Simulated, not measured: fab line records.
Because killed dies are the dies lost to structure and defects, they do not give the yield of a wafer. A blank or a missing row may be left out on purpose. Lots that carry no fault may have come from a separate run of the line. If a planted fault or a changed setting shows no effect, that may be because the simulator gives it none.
The same fault as seen by 2 desks	flow sky130	each desk has only its own numbers; what lay behind them comes last

## AT THE METROLOGY DESK
Lot by lot, what the gauges showed, no matter which tool ran the lot: averages of those sampled wafers that carry a number. If a lot's mean is further than 4 standard deviations from the usual mean, the lot is out of limits and carries the mark OUT (the distance appears in the brackets).
Columns: A = SONOS_ONO_OVL at SKY_SONOS_ONO_OVL_MEAS_14, usual 0.0 nm; B = cd-nm at SKY_POLY_GATE_CD_MEAS_13, usual 150.1 nm; C = SPACER_CVD_00_THK at SKY_SPACER_THK_MEAS_01, usual 43.1 nm
lot	first seen here	A	B	C
L349	day 12 13:59	0.3	148.1	42.9
L350	day 12 21:41	0.7	148.5	42.9
L353	day 13 20:52	-0.8	151.8	43.3
L354	day 14 06:48	2.8	148.8	42.7
L357	day 15 13:14	0.9	148.0	42.6
L359	day 15 22:59	-1.5	149.0	42.4
L360	day 16 10:50	-0.6	149.7	42.7
L362	day 17 01:26	-0.8	149.9	42.8
L363	day 17 11:13	-0.6	150.7	43.5
L365	day 18 02:50	-1.7	149.1	33.1 (-22) OUT
This desk reports L365 out of limits; the earliest was L365 at day 28 15:59 (SPACER_CVD_00_THK at SKY_SPACER_THK_MEAS_01). Within limits: L349, L350, L353, L354, L357, L359, L360, L362, L363.

## DESK OF THE TOOL OWNER: lpcvd-02
The tool's own readings at SKY_SPACER_CVD_00 (deposits Si3N4 from DCS/NH3, target thk 43.1 nm, time 740 s): means of the sampled wafers that have a number, for each lot that ran on this tool. If a lot's mean is further than 4 standard deviations from the usual mean, the lot is out of limits and carries the mark OUT (the distance appears in the brackets).
Columns: A = spike-tc-bottom-C at SKY_SPACER_CVD_00, usual 788 C; B = spike-tc-centre-C at SKY_SPACER_CVD_00, usual 772.1 C; C = spike-tc-lower-C at SKY_SPACER_CVD_00, usual 768.9 C; D = spike-tc-top-C at SKY_SPACER_CVD_00, usual 785.2 C; E = spike-tc-upper-C at SKY_SPACER_CVD_00, usual 769.1 C; F = susceptor-temp-C at SKY_SPACER_CVD_00, usual 770.1 C; G = zone-power-centre-pct at SKY_SPACER_CVD_00, usual 15.31 %
lot	first seen here	A	B	C	D	E	F	G
L349	day 22 10:53	793	772.4	770.5	786.1	769.9	770.1	15.37
L350	day 22 22:31	783	772.1	768.3	784.8	768.5	770.0	15.42
L353	day 24 02:51	785	770.6	768.3	785.9	767.5	770.0	15.37
L354	day 24 18:49	792	771.6	770.3	784.6	770.0	770.3	15.38
L357	day 25 23:33	784	772.9	768.0	785.2	769.1	770.3	15.25
L359	day 26 17:58	784	772.4	768.2	785.7	769.5	770.6	15.31
L360	day 27 03:25	784	771.3	768.0	784.5	768.8	770.3	15.42
L362	day 27 13:08	792	771.9	770.0	784.2	770.0	770.1	15.52
L363	day 28 04:05	784	773.0	767.4	785.3	768.5	770.1	15.34
L365	day 28 14:10	771 (-4.1) OUT	759.4 (-12) OUT	754.8 (-11) OUT	772.3 (-12) OUT	754.4 (-10) OUT	756.5 (-38) OUT	14.70
This desk finds L365 out of limits, L365 being first, at day 28 14:10 (spike-tc-bottom-C at SKY_SPACER_CVD_00). Within limits: L349, L350, L353, L354, L357, L359, L360, L362, L363.

## PUT TOGETHER
The tool owner's desk had the chance to raise an alarm at day 28 14:10 on L365.
L365 would have let the metrology desk raise an alarm at day 28 15:59.
Of the lots named, all ran SKY_SPACER_CVD_00 on lpcvd-02.

## WHAT THE SIMULATOR PUT IN
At SKY_SPACER_CVD_00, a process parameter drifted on lpcvd-02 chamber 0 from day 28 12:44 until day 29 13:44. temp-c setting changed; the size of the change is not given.
Shown lots that were struck: L365.
Fault start to first reading out of limits, in hours, per desk: tool owner, 1; metrology, 3.
